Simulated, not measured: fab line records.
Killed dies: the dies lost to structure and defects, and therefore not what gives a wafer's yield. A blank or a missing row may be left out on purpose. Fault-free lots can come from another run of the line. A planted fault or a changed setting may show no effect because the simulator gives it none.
A single fault, viewed from 2 desks ; flow sky130 ; numbers are kept per desk, each desk with only its own; the story behind them comes last

THE TOOL OWNER'S DESK: implanter-04
The tool's own readings at SKY_GATE_OXIDE_IMPLANT_11: means of the sampled wafers that have a number, for each lot that ran on this tool. Marked OUT: a lot whose mean sits more than 4 standard deviations from the usual mean, which makes it out of limits; the brackets give that distance.
Columns: A = dose ions cm2 at SKY_GATE_OXIDE_IMPLANT_11, usual 2.6e+12; B = faraday current uA at SKY_GATE_OXIDE_IMPLANT_11, usual 14.6
lot;first seen here;A;B
L848;day 17 12:53;2.6e+12;14.7
L851;day 18 19:40;2.6e+12;14.6
L854;day 19 14:05;1.8e+12 (-99 or more) OUT;10.3 (-14) OUT
L855;day 19 21:01;1.8e+12 (-99 or more) OUT;10.4 (-14) OUT
Finding of this desk: L854, L855 out of limits; the first was L854 at day 19 14:05, on dose ions cm2 at SKY_GATE_OXIDE_IMPLANT_11. In limits: L848, L851.

THE METROLOGY DESK
Lot by lot, what the gauges showed, no matter which tool ran the lot: averages of those sampled wafers that carry a number. Marked OUT: a lot whose mean sits more than 4 standard deviations from the usual mean, which makes it out of limits; the brackets give that distance.
Columns: A = GATE_OXIDE_TW at SKY_GATE_OXIDE_TW_MEAS_14, usual 225.0
lot;first seen here;A
L840;day 14 09:13;226.2
L841;day 15 01:01;225.7
L842;day 15 16:10;225.1
L843;day 15 16:47;224.3
L844;day 16 02:02;225.2
L846;day 16 14:17;224.6
L847;day 17 02:31;225.1
L848;day 17 13:31;227.5
L851;day 18 20:01;224.4
L854;day 19 14:25;202.7 (-26) OUT
L855;day 19 21:22;203.1 (-25) OUT
L860;day 21 18:58;224.7
L859;day 21 23:55;224.4
L862;day 22 12:37;225.2
This desk's finding: out of limits on L854, L855; first on L854, day 19 14:25 (GATE_OXIDE_TW at SKY_GATE_OXIDE_TW_MEAS_14). In limits: L840, L841, L842, L843, L844, L846, L847, L848, L851, L860, L859, L862.

PUT TOGETHER
On L854, L855, at day 19 14:05, an alarm was possible from the tool owner's desk.
On L854, L855, the metrology desk was in a position to raise an alarm at day 19 14:25.
All the named lots went through SKY_GATE_OXIDE_IMPLANT_11 on implanter-04.

WHAT HAD BEEN PUT IN BY THE SIMULATOR
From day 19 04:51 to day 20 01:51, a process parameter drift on implanter-04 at SKY_GATE_OXIDE_IMPLANT_11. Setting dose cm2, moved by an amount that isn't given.
Struck lots among those shown: L854, L855.
Fault start to first reading out of limits, in hours, per desk: tool owner, 9; metrology, 10.
